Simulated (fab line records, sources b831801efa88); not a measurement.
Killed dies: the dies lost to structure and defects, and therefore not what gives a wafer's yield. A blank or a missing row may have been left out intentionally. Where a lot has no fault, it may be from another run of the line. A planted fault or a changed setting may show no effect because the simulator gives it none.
Which tool was responsible? || flow sky130 || 14 lots, 42 wafers sampled, at 7 steps of a route of 708

WHAT EACH GAUGE READ, for each wafer
SKY_VT_ADJUST_HVTR_CD_MEAS_07: the cd target is 380 nm. Usual: cd nm at 379.1 nm, with a standard deviation of 2.4.
{"lot": "L278", "measured": "day 9 19:48", "on": "cd sem-02", "cd nm (nm)": "375.4 375.8 376.4", "flag": ""}
{"lot": "L279", "measured": "day 10 00:49", "on": "cd sem-02", "cd nm (nm)": "380.8 379.4 378.3", "flag": ""}
{"lot": "L281", "measured": "day 10 16:11", "on": "cd sem-01", "cd nm (nm)": "375.7 371.9 375.2", "flag": ""}
{"lot": "L283", "measured": "day 11 05:08", "on": "cd sem-01", "cd nm (nm)": "379.9 380.9 382.0", "flag": ""}
{"lot": "L284", "measured": "day 11 13:53", "on": "cd sem-02", "cd nm (nm)": "383.3 381.6 381.7", "flag": ""}
{"lot": "L285", "measured": "day 11 21:20", "on": "cd sem-02", "cd nm (nm)": "378.0 378.1 379.3", "flag": ""}
{"lot": "L287", "measured": "day 12 09:52", "on": "cd sem-01", "cd nm (nm)": "379.1 379.7 378.7", "flag": ""}
{"lot": "L288", "measured": "day 12 17:10", "on": "cd sem-02", "cd nm (nm)": "381.9 383.3 384.5", "flag": ""}
{"lot": "L289", "measured": "day 13 01:47", "on": "cd sem-02", "cd nm (nm)": "381.0 377.9 378.5", "flag": ""}
{"lot": "L290", "measured": "day 13 07:04", "on": "cd sem-01", "cd nm (nm)": "381.0 381.9 381.0", "flag": ""}
{"lot": "L291", "measured": "day 13 17:16", "on": "cd sem-02", "cd nm (nm)": "379.8 380.1 381.7", "flag": ""}
{"lot": "L296", "measured": "day 15 11:58", "on": "cd sem-01", "cd nm (nm)": "378.1 379.3 379.8", "flag": ""}
{"lot": "L297", "measured": "day 15 18:49", "on": "cd sem-01", "cd nm (nm)": "- - -", "flag": "OFF"}
{"lot": "L299", "measured": "day 16 07:14", "on": "cd sem-01", "cd nm (nm)": "- - -", "flag": "OFF"}

SKY_VT_ADJUST_HVTR_OVL_MEAS_08. Usual: VT_ADJUST_HVTR_OVL 0.3 nm, standard deviation 1.3.
{"lot": "L278", "measured": "day 9 19:54", "on": "overlay-02", "VT_ADJUST_HVTR_OVL (nm)": "1.8 -1.0 -0.7", "flag": ""}
{"lot": "L279", "measured": "day 10 00:55", "on": "overlay-02", "VT_ADJUST_HVTR_OVL (nm)": "-1.5 -0.9 -1.6", "flag": ""}
{"lot": "L281", "measured": "day 10 16:19", "on": "overlay-02", "VT_ADJUST_HVTR_OVL (nm)": "0.7 0.0 1.8", "flag": ""}
{"lot": "L283", "measured": "day 11 05:15", "on": "overlay-02", "VT_ADJUST_HVTR_OVL (nm)": "-0.3 -0.6 0.7", "flag": ""}
{"lot": "L284", "measured": "day 11 13:59", "on": "overlay-01", "VT_ADJUST_HVTR_OVL (nm)": "0.4 -0.8 -1.9", "flag": ""}
{"lot": "L285", "measured": "day 11 21:27", "on": "overlay-02", "VT_ADJUST_HVTR_OVL (nm)": "-0.4 0.2 0.6", "flag": ""}
{"lot": "L287", "measured": "day 12 09:58", "on": "overlay-02", "VT_ADJUST_HVTR_OVL (nm)": "0.9 0.5 -0.1", "flag": ""}
{"lot": "L288", "measured": "day 12 17:16", "on": "overlay-02", "VT_ADJUST_HVTR_OVL (nm)": "-1.7 0.0 -0.9", "flag": ""}
{"lot": "L289", "measured": "day 13 01:55", "on": "overlay-02", "VT_ADJUST_HVTR_OVL (nm)": "0.3 1.4 0.3", "flag": ""}
{"lot": "L290", "measured": "day 13 07:10", "on": "overlay-01", "VT_ADJUST_HVTR_OVL (nm)": "1.4 1.1 1.9", "flag": ""}
{"lot": "L291", "measured": "day 13 17:22", "on": "overlay-02", "VT_ADJUST_HVTR_OVL (nm)": "-2.3 0.4 -0.1", "flag": ""}
{"lot": "L296", "measured": "day 15 12:05", "on": "overlay-02", "VT_ADJUST_HVTR_OVL (nm)": "1.6 0.6 1.7", "flag": ""}
{"lot": "L297", "measured": "day 15 18:55", "on": "overlay-02", "VT_ADJUST_HVTR_OVL (nm)": "- - -", "flag": "OFF"}
{"lot": "L299", "measured": "day 16 07:22", "on": "overlay-02", "VT_ADJUST_HVTR_OVL (nm)": "- - -", "flag": "OFF"}

SKY_VT_ADJUST_HVTR_TW_MEAS_11. Usual: VT_ADJUST_HVTR_TW 211.1, standard deviation 3.
{"lot": "L278", "measured": "day 9 20:11", "on": "film metro-02", "VT_ADJUST_HVTR_TW": "213.9 214.2 214.0", "flag": ""}
{"lot": "L279", "measured": "day 10 01:13", "on": "film metro-04", "VT_ADJUST_HVTR_TW": "213.8 214.0 214.1", "flag": ""}
{"lot": "L281", "measured": "day 10 16:36", "on": "film metro-04", "VT_ADJUST_HVTR_TW": "211.8 212.2 212.8", "flag": ""}
{"lot": "L283", "measured": "day 11 05:32", "on": "film metro-02", "VT_ADJUST_HVTR_TW": "215.0 216.1 214.9", "flag": ""}
{"lot": "L284", "measured": "day 11 14:16", "on": "film metro-01", "VT_ADJUST_HVTR_TW": "207.8 207.8 207.7", "flag": ""}
{"lot": "L285", "measured": "day 11 21:44", "on": "film metro-02", "VT_ADJUST_HVTR_TW": "215.3 215.0 215.3", "flag": ""}
{"lot": "L287", "measured": "day 12 10:16", "on": "film metro-02", "VT_ADJUST_HVTR_TW": "215.1 213.9 213.8", "flag": ""}
{"lot": "L288", "measured": "day 12 17:34", "on": "film metro-01", "VT_ADJUST_HVTR_TW": "207.5 207.6 207.9", "flag": ""}
{"lot": "L289", "measured": "day 13 02:12", "on": "film metro-01", "VT_ADJUST_HVTR_TW": "208.2 207.8 207.7", "flag": ""}
{"lot": "L290", "measured": "day 13 07:28", "on": "film metro-04", "VT_ADJUST_HVTR_TW": "213.3 212.2 212.1", "flag": ""}
{"lot": "L291", "measured": "day 13 17:39", "on": "film metro-01", "VT_ADJUST_HVTR_TW": "208.7 209.2 207.8", "flag": ""}
{"lot": "L296", "measured": "day 15 12:28", "on": "film metro-02", "VT_ADJUST_HVTR_TW": "214.8 215.4 215.0", "flag": ""}
{"lot": "L297", "measured": "day 15 19:13", "on": "film metro-02", "VT_ADJUST_HVTR_TW": "30.5 30.7 30.6", "flag": "OFF"}
{"lot": "L299", "measured": "day 16 07:39", "on": "film metro-04", "VT_ADJUST_HVTR_TW": "30.0 30.2 30.1", "flag": "OFF"}

SKY_SONOS_TUNNEL_OVL_MEAS_08. Usual: SONOS_TUNNEL_OVL 0.6 nm, standard deviation 1.4.
{"lot": "L278", "measured": "day 11 17:37", "on": "overlay-01", "SONOS_TUNNEL_OVL (nm)": "-0.3 -1.7 2.4", "flag": ""}
{"lot": "L279", "measured": "day 11 22:01", "on": "overlay-02", "SONOS_TUNNEL_OVL (nm)": "2.2 1.5 0.6", "flag": ""}
{"lot": "L281", "measured": "day 12 16:27", "on": "overlay-02", "SONOS_TUNNEL_OVL (nm)": "1.5 0.4 0.4", "flag": ""}
{"lot": "L283", "measured": "day 13 06:34", "on": "overlay-01", "SONOS_TUNNEL_OVL (nm)": "-1.6 -2.1 -2.3", "flag": ""}
{"lot": "L284", "measured": "day 13 16:28", "on": "overlay-02", "SONOS_TUNNEL_OVL (nm)": "3.4 2.0 -0.3", "flag": ""}
{"lot": "L285", "measured": "day 13 23:42", "on": "overlay-02", "SONOS_TUNNEL_OVL (nm)": "1.1 0.3 -0.2", "flag": ""}
{"lot": "L287", "measured": "day 14 13:37", "on": "overlay-02", "SONOS_TUNNEL_OVL (nm)": "-0.6 0.1 -1.4", "flag": ""}
{"lot": "L288", "measured": "day 14 22:34", "on": "overlay-01", "SONOS_TUNNEL_OVL (nm)": "0.6 0.2 0.0", "flag": ""}
{"lot": "L289", "measured": "day 15 06:41", "on": "overlay-01", "SONOS_TUNNEL_OVL (nm)": "-0.2 -1.0 0.5", "flag": ""}
{"lot": "L290", "measured": "day 15 11:58", "on": "overlay-01", "SONOS_TUNNEL_OVL (nm)": "0.6 1.3 -0.5", "flag": ""}
{"lot": "L291", "measured": "day 15 23:16", "on": "overlay-02", "SONOS_TUNNEL_OVL (nm)": "1.5 0.8 1.5", "flag": ""}
{"lot": "L296", "measured": "day 17 20:57", "on": "overlay-01", "SONOS_TUNNEL_OVL (nm)": "0.6 -0.2 -0.2", "flag": ""}
{"lot": "L297", "measured": "day 18 04:31", "on": "overlay-02", "SONOS_TUNNEL_OVL (nm)": "1.0 -0.7 -0.6", "flag": ""}
{"lot": "L299", "measured": "day 18 18:38", "on": "overlay-01", "SONOS_TUNNEL_OVL (nm)": "2.6 4.2 3.3", "flag": ""}

SKY_SONOS_ONO_THK_MEAS_05. Usual: SONOS_ONO_CVD_04_THK 5.75 nm, standard deviation 0.11.
{"lot": "L278", "measured": "day 11 23:29", "on": "film metro-02", "SONOS_ONO_CVD_04_THK (nm)": "5.78 5.79 5.80", "flag": ""}
{"lot": "L279", "measured": "day 12 03:52", "on": "film metro-03", "SONOS_ONO_CVD_04_THK (nm)": "5.82 5.81 5.78", "flag": ""}
{"lot": "L281", "measured": "day 12 21:50", "on": "film metro-03", "SONOS_ONO_CVD_04_THK (nm)": "5.90 5.74 5.86", "flag": ""}
{"lot": "L283", "measured": "day 13 11:30", "on": "film metro-03", "SONOS_ONO_CVD_04_THK (nm)": "5.80 5.67 5.80", "flag": ""}
{"lot": "L284", "measured": "day 13 21:49", "on": "film metro-03", "SONOS_ONO_CVD_04_THK (nm)": "5.71 5.79 5.79", "flag": ""}
{"lot": "L285", "measured": "day 14 06:20", "on": "film metro-02", "SONOS_ONO_CVD_04_THK (nm)": "5.76 5.67 5.73", "flag": ""}
{"lot": "L287", "measured": "day 14 18:52", "on": "film metro-02", "SONOS_ONO_CVD_04_THK (nm)": "5.75 5.82 5.76", "flag": ""}
{"lot": "L288", "measured": "day 15 02:56", "on": "film metro-01", "SONOS_ONO_CVD_04_THK (nm)": "5.77 5.73 5.73", "flag": ""}
{"lot": "L289", "measured": "day 15 12:52", "on": "film metro-01", "SONOS_ONO_CVD_04_THK (nm)": "5.85 5.81 5.80", "flag": ""}
{"lot": "L290", "measured": "day 15 18:16", "on": "film metro-03", "SONOS_ONO_CVD_04_THK (nm)": "5.90 5.81 5.75", "flag": ""}
{"lot": "L291", "measured": "day 16 04:37", "on": "film metro-02", "SONOS_ONO_CVD_04_THK (nm)": "5.73 5.74 5.65", "flag": ""}
{"lot": "L296", "measured": "day 18 05:49", "on": "film metro-01", "SONOS_ONO_CVD_04_THK (nm)": "5.79 5.70 5.72", "flag": ""}
{"lot": "L297", "measured": "day 18 10:05", "on": "film metro-03", "SONOS_ONO_CVD_04_THK (nm)": "5.66 5.74 5.69", "flag": ""}
{"lot": "L299", "measured": "day 19 04:29", "on": "film metro-03", "SONOS_ONO_CVD_04_THK (nm)": "5.62 5.54 5.62", "flag": ""}

WHICH TOOL RAN EACH LOT (tool, then ch and the chambers of the sampled wafers, then the start)
{"lot": "L278", "SKY_VT_ADJUST_LVTN_STRIP_20": "plasma asher-02 ch 0,1, day 8 02:04", "SKY_VT_ADJUST_HVTR_DEVELOP_06": "litho track-03 ch 0, day 9 19:39"}
{"lot": "L279", "SKY_VT_ADJUST_LVTN_STRIP_20": "plasma asher-03 ch 0,1, day 8 05:25", "SKY_VT_ADJUST_HVTR_DEVELOP_06": "litho track-01 ch 0, day 10 00:40"}
{"lot": "L281", "SKY_VT_ADJUST_LVTN_STRIP_20": "plasma asher-03 ch 0,1, day 8 21:41", "SKY_VT_ADJUST_HVTR_DEVELOP_06": "litho track-01 ch 0, day 10 16:02"}
{"lot": "L283", "SKY_VT_ADJUST_LVTN_STRIP_20": "plasma asher-02 ch 0,1, day 9 08:55", "SKY_VT_ADJUST_HVTR_DEVELOP_06": "litho track-03 ch 0, day 11 04:59"}
{"lot": "L284", "SKY_VT_ADJUST_LVTN_STRIP_20": "plasma asher-04 ch 0,1, day 9 16:36", "SKY_VT_ADJUST_HVTR_DEVELOP_06": "litho track-01 ch 0, day 11 13:44"}
{"lot": "L285", "SKY_VT_ADJUST_LVTN_STRIP_20": "plasma asher-02 ch 0,1, day 9 23:28", "SKY_VT_ADJUST_HVTR_DEVELOP_06": "litho track-03 ch 0, day 11 21:11"}
{"lot": "L287", "SKY_VT_ADJUST_LVTN_STRIP_20": "plasma asher-04 ch 0,1, day 10 10:57", "SKY_VT_ADJUST_HVTR_DEVELOP_06": "litho track-02 ch 0, day 12 09:44"}
{"lot": "L288", "SKY_VT_ADJUST_LVTN_STRIP_20": "plasma asher-03 ch 0,1, day 10 17:55", "SKY_VT_ADJUST_HVTR_DEVELOP_06": "litho track-01 ch 0, day 12 17:01"}
{"lot": "L289", "SKY_VT_ADJUST_LVTN_STRIP_20": "plasma asher-02 ch 0,1, day 11 01:10", "SKY_VT_ADJUST_HVTR_DEVELOP_06": "litho track-01 ch 0, day 13 01:38"}
{"lot": "L290", "SKY_VT_ADJUST_LVTN_STRIP_20": "plasma asher-02 ch 0, day 11 05:58", "SKY_VT_ADJUST_HVTR_DEVELOP_06": "litho track-01 ch 0, day 13 06:55"}
{"lot": "L291", "SKY_VT_ADJUST_LVTN_STRIP_20": "plasma asher-02 ch 0,1, day 11 15:27", "SKY_VT_ADJUST_HVTR_DEVELOP_06": "litho track-03 ch 0, day 13 17:08"}
{"lot": "L296", "SKY_VT_ADJUST_LVTN_STRIP_20": "plasma asher-02 ch 0,1, day 13 06:40", "SKY_VT_ADJUST_HVTR_DEVELOP_06": "litho track-01 ch 0, day 15 11:41"}
{"lot": "L297", "SKY_VT_ADJUST_LVTN_STRIP_20": "plasma asher-02 ch 0,1, day 13 13:19", "SKY_VT_ADJUST_HVTR_DEVELOP_06": "litho track-01 ch 0, day 15 18:40"}
{"lot": "L299", "SKY_VT_ADJUST_LVTN_STRIP_20": "plasma asher-04 ch 0, day 14 01:10", "SKY_VT_ADJUST_HVTR_DEVELOP_06": "litho track-01 ch 0, day 16 07:05"}
- SKY_VT_ADJUST_LVTN_STRIP_20: strips in O2/N2.
- SKY_VT_ADJUST_HVTR_DEVELOP_06: develop time 60 s.

WHAT THE TOOLS THEMSELVES READ (means of the sampled wafers that have a number; where no wafer has one, the mark that the record gives instead)
SKY_VT_ADJUST_LVTN_STRIP_20. Usual: drypump motor current A 5.88 A, standard deviation 0.26; oes product au 0.716 a.u., standard deviation 0.0048; strip time to endpoint s 14.21 s, standard deviation 0.033.
{"lot": "L278", "tool": "plasma asher-02", "drypump motor current A (A)": 5.81, "oes product au (a.u.)": 0.716, "strip time to endpoint s (s)": 14.21, "flag": ""}
{"lot": "L279", "tool": "plasma asher-03", "drypump motor current A (A)": 5.57, "oes product au (a.u.)": 0.714, "strip time to endpoint s (s)": 14.23, "flag": ""}
{"lot": "L281", "tool": "plasma asher-03", "drypump motor current A (A)": 5.57, "oes product au (a.u.)": 0.716, "strip time to endpoint s (s)": 14.20, "flag": ""}
{"lot": "L283", "tool": "plasma asher-02", "drypump motor current A (A)": 5.82, "oes product au (a.u.)": 0.717, "strip time to endpoint s (s)": 14.24, "flag": ""}
{"lot": "L284", "tool": "plasma asher-04", "drypump motor current A (A)": 6.13, "oes product au (a.u.)": 0.716, "strip time to endpoint s (s)": 14.23, "flag": ""}
{"lot": "L285", "tool": "plasma asher-02", "drypump motor current A (A)": 5.81, "oes product au (a.u.)": 0.712, "strip time to endpoint s (s)": 14.19, "flag": ""}
{"lot": "L287", "tool": "plasma asher-04", "drypump motor current A (A)": 6.17, "oes product au (a.u.)": 0.716, "strip time to endpoint s (s)": 14.21, "flag": ""}
{"lot": "L288", "tool": "plasma asher-03", "drypump motor current A (A)": 5.56, "oes product au (a.u.)": 0.719, "strip time to endpoint s (s)": 14.19, "flag": ""}
{"lot": "L289", "tool": "plasma asher-02", "drypump motor current A (A)": 5.93, "oes product au (a.u.)": 0.725, "strip time to endpoint s (s)": 14.21, "flag": ""}
{"lot": "L290", "tool": "plasma asher-02", "drypump motor current A (A)": 6.09, "oes product au (a.u.)": 0.719, "strip time to endpoint s (s)": 14.24, "flag": ""}
{"lot": "L291", "tool": "plasma asher-02", "drypump motor current A (A)": 5.97, "oes product au (a.u.)": 0.718, "strip time to endpoint s (s)": 14.24, "flag": ""}
{"lot": "L296", "tool": "plasma asher-02", "drypump motor current A (A)": 5.94, "oes product au (a.u.)": 0.717, "strip time to endpoint s (s)": 14.17, "flag": ""}
{"lot": "L297", "tool": "plasma asher-02", "drypump motor current A (A)": 5.95, "oes product au (a.u.)": 0.717, "strip time to endpoint s (s)": 14.23, "flag": ""}
{"lot": "L299", "tool": "plasma asher-04", "drypump motor current A (A)": 6.22, "oes product au (a.u.)": 0.719, "strip time to endpoint s (s)": 14.20, "flag": ""}

THE ANSWER, worked out from the rows above alone
Rule: a lot counts as off when the mean over its wafers that have a number is more than 3 standard deviations away from the usual mean. A lot without any number at a reading at which 4 lots or more have one is off too. The other lots that the step has rows for count as sound. The gauges are gone through in route order, then the tools' own readings, and for those a lot's mean is taken as printed above. The first step at which some lot is off is used, and at that step the reading that is off furthest; a lot without a number counts as furthest.
Off, at SKY_VT_ADJUST_HVTR_CD_MEAS_07 on cd nm: L297, L299. Without a number there: L297, L299.
If a tool, at a process step before that reading, ran all the lots that are off and no sound lot after the first of them, it fits. The gauges at SKY_VT_ADJUST_HVTR_CD_MEAS_07 aren't tried: what is off there is off at SKY_VT_ADJUST_HVTR_OVL_MEAS_08 too, on other tools, and a gauge's error can't cause that. One fits: SKY_VT_ADJUST_HVTR_DEVELOP_06 on litho track-01. Its last sound lot is L296 (day 15 11:41), its first lot that is off L297 (day 15 18:40): a fault that began between those two fits.

WHAT HAD BEEN PUT IN BY THE SIMULATOR
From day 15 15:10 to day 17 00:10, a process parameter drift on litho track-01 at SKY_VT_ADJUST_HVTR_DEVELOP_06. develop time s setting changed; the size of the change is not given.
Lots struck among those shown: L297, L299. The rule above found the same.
